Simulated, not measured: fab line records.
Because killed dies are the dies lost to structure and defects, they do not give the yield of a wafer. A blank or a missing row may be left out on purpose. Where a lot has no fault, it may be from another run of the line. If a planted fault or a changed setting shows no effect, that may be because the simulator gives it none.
Struck lot and sound lot, side by side | flow sfq line | 32 steps out of a route of 325
Sound: the wafers L888.2, L888.5, L888.6. Wafers struck: L898.1, L898.3, L898.6. The cause comes at the end.
Each step with rows lists, per side, the tool, then ch with its chambers, then its first start. Under that, the readings that differ: sound wafers | struck wafers | difference of the means | sigmas: that difference in standard deviations of wafers without a fault.
alike: same words and numbers on both sides, and readings whose means sit less than 2 such deviations apart. not compared: any withheld reading, any reading some wafer has no value for, any bound like >300 that may hide the same value, and any number with overlapping values for which the record gives no deviation.
The two part at a step that has a row with sigmas, a row that says differs or no value, or rows on one side only. Numbers that have no deviation but don't overlap get no sigmas and don't part them. Lack of a reading on every wafer of one side parts them only where that side has two or more wafers.

SFQ_INCOMING_BOW_MEAS_900:
  struck on film metro-03, day 6 05:00; sound on film metro-04, day 4 03:01
  alike: INCOMING_BOW
then, 1 step without rows for these wafers: SFQ_TRILAYER_INCOMING_OXIDATION_002 (target thk 500 nm, ox time 4939 s).
SFQ_TRILAYER_L0_DEP_SPUTTER_003: material MoNx KI, target thk 40 nm, time 100 s.
  struck on pvd sputter-05, day 6 07:29; sound on pvd sputter-03, day 4 05:29
  reading                                                  | sound            | struck           | difference | sigmas
  model.MoNx_KI_of_TRILAYER_L0_DEP_SPUTTER_003.thk nm (nm) | 39.9 39.63 39.83 | 65.31 65.35 65.2 | +25.50     |
  alike: throttle valve pct
SFQ_L0_RS_MEAS_901: the measuring method here is four-point-probe.
  struck on film metro-04, day 6 07:34; sound on film metro-04, day 4 05:35
  reading                | sound          | struck         | difference | sigmas
  L0_MONX_KI_RS (ohm/sq) | 43.6 43.9 43.7 | 26.7 26.7 26.7 | -17.0      | -46
SFQ_L0_THK_MEAS_902: measures by xrf.
  struck on film metro-04, day 6 07:41; sound on film metro-04, day 4 05:41
  reading             | sound          | struck         | difference | sigmas
  L0_MONX_KI_THK (nm) | 40.5 40.4 40.6 | 66.7 66.8 66.5 | +26.2      | +67
then, 6 steps without rows for these wafers: SFQ_TRILAYER_L0_LITHO_COAT_010 (resist thk 62 nm); SFQ_TRILAYER_L0_LITHO_COAT_005 (resist thk 600 nm); SFQ_TRILAYER_L0_LITHO_SOFTBAKE_009; SFQ_TRILAYER_L0_LITHO_EXPOSE_006 (exposes mask L0, target cd 2000 nm); SFQ_TRILAYER_L0_LITHO_PEB_008 (peb time 60 s); SFQ_TRILAYER_L0_LITHO_DEVELOP_007 (time 60 s).
-- the record jumps here: 4 days lie between the struck wafers' starts before and after --
SFQ_TRILAYER_L0_BARC_OPEN_METAL_ETCH_010: etches BARC in O2, target depth 125 nm, time 41.7 s.
  sound on rie metal-01 ch 0,1, day 7 13:53; struck on rie metal-02 ch 0, day 10 06:56
  alike: drypump motor current A, oes product au
  not compared: rf hours counter h
SFQ_TRILAYER_L0_ETCH_METAL_ETCH_008: etches MoNx KI in SF6/O2, stops on SiO2, target depth 50 nm, time 25 s.
  sound on rie metal-01 ch 0,1, day 7 13:56; struck on rie metal-02 ch 0, day 10 06:59
  reading               | sound             | struck            | difference | sigmas
  oes product au (a.u.) | 0.871 0.876 0.879 | 1.005 1.005 1.004 | +0.129     | +22
  alike: drypump motor current A
  not compared: rf hours counter h
SFQ_TRILAYER_L0_STRIP_STRIP_009: strips in O2.
  sound on rie metal-01 ch 0,1, day 7 13:59; struck on rie metal-02 ch 0, day 10 07:02
  alike: drypump motor current A, oes product au
  not compared: rf hours counter h
then, 8 steps without rows for these wafers: SFQ_TRILAYER_L0_STRIP_SOLV_CLEAN_010 (cleans in NMP, time 600 s); SFQ_TRILAYER_L0_CAP_PECVD_011 (deposits SiO2 from SiH4/N2O, time 13.333 s, target thk 60 nm); SFQ_TRILAYER_L0_VIA_LITHO_COAT_018 (resist thk 62 nm); SFQ_TRILAYER_L0_VIA_LITHO_COAT_013 (resist thk 650 nm); SFQ_TRILAYER_L0_VIA_LITHO_SOFTBAKE_017; SFQ_TRILAYER_L0_VIA_LITHO_EXPOSE_014 (exposes mask L0V, target cd 700 nm); SFQ_TRILAYER_L0_VIA_LITHO_PEB_016 (peb time 60 s); SFQ_TRILAYER_L0_VIA_LITHO_DEVELOP_015 (time 60 s).
-- the record jumps here: 4 days lie between the struck wafers' starts before and after --
SFQ_L0V_OVL_MEAS_903:
  struck on overlay-02, day 14 16:56; sound on overlay-02, day 11 17:02
  alike: L0V_OVL
SFQ_TRILAYER_L0_VIA_BARC_OPEN_VIA_ETCH_021: etches BARC in O2, target depth 125 nm, time 41.7 s.
  sound on rie diel-01 ch 2,3, day 11 17:04; struck on rie diel-02 ch 0,1,3, day 14 16:58
  alike: drypump motor current A, oes product au
  not compared: rf hours counter h
SFQ_TRILAYER_L0_VIA_ETCH_VIA_ETCH_016: etches SiO2 in CHF3, stops on MoNx KI, target depth 80 nm.
  sound on rie diel-01 ch 2,3, day 11 17:06; struck on rie diel-02 ch 0,1,3, day 14 17:01
  alike: drypump motor current A, oes product au
SFQ_TRILAYER_L0_VIA_STRIP_STRIP_017: strips in O2.
  sound on rie metal-01 ch 0,1, day 11 17:09; struck on rie metal-02 ch 0,1, day 14 17:04
  alike: drypump motor current A, oes product au
  not compared: rf hours counter h
then, 3 steps without rows for these wafers: SFQ_TRILAYER_L0_VIA_STRIP_SOLV_CLEAN_018 (cleans in NMP, time 600 s); SFQ_TRILAYER_M0_DEP_PRE_CLEAN_020 (time 15 s); SFQ_TRILAYER_M0_DEP_SPUTTER_019 (material Nb, target thk 200 nm, time 133.3 s).
SFQ_M0_RS_MEAS_904: the measuring method here is four-point-probe.
  struck on film metro-04, day 14 17:57; sound on film metro-03, day 11 18:04
  alike: M0_NB_RS
then, 1 step without rows for these wafers: SFQ_TRILAYER_M0_LITHO_COAT_026 (resist thk 62 nm).
-- the record jumps here: 67 days lie between the struck wafers' starts before and after --
SFQ_M8_BOW_MEAS_951:
  struck on film metro-03, day 81 15:14; sound on film metro-02, day 75 19:15
  reading                       | sound             | struck            | difference | sigmas
  model.etest.l0.ohm sq         | 43.58 43.89 43.66 | 26.63 26.61 26.67 | -17.07     |
  model.etest.l0.comb log10 ohm | 12 12 12          | 0 0 0             | -12        |
  alike: M8_BOW

## WHERE THEY PART
Last at SFQ_TRILAYER_L0_ETCH_METAL_ETCH_008 as far as this record goes, first at SFQ_L0_RS_MEAS_901. Later steps at which nothing parts them and some readings are alike: SFQ_TRILAYER_L0_STRIP_STRIP_009, SFQ_L0V_OVL_MEAS_903, SFQ_TRILAYER_L0_VIA_BARC_OPEN_VIA_ETCH_021, SFQ_TRILAYER_L0_VIA_ETCH_VIA_ETCH_016, SFQ_TRILAYER_L0_VIA_STRIP_STRIP_017, SFQ_M0_RS_MEAS_904, SFQ_M8_BOW_MEAS_951.

WHY: whatever the simulator had introduced
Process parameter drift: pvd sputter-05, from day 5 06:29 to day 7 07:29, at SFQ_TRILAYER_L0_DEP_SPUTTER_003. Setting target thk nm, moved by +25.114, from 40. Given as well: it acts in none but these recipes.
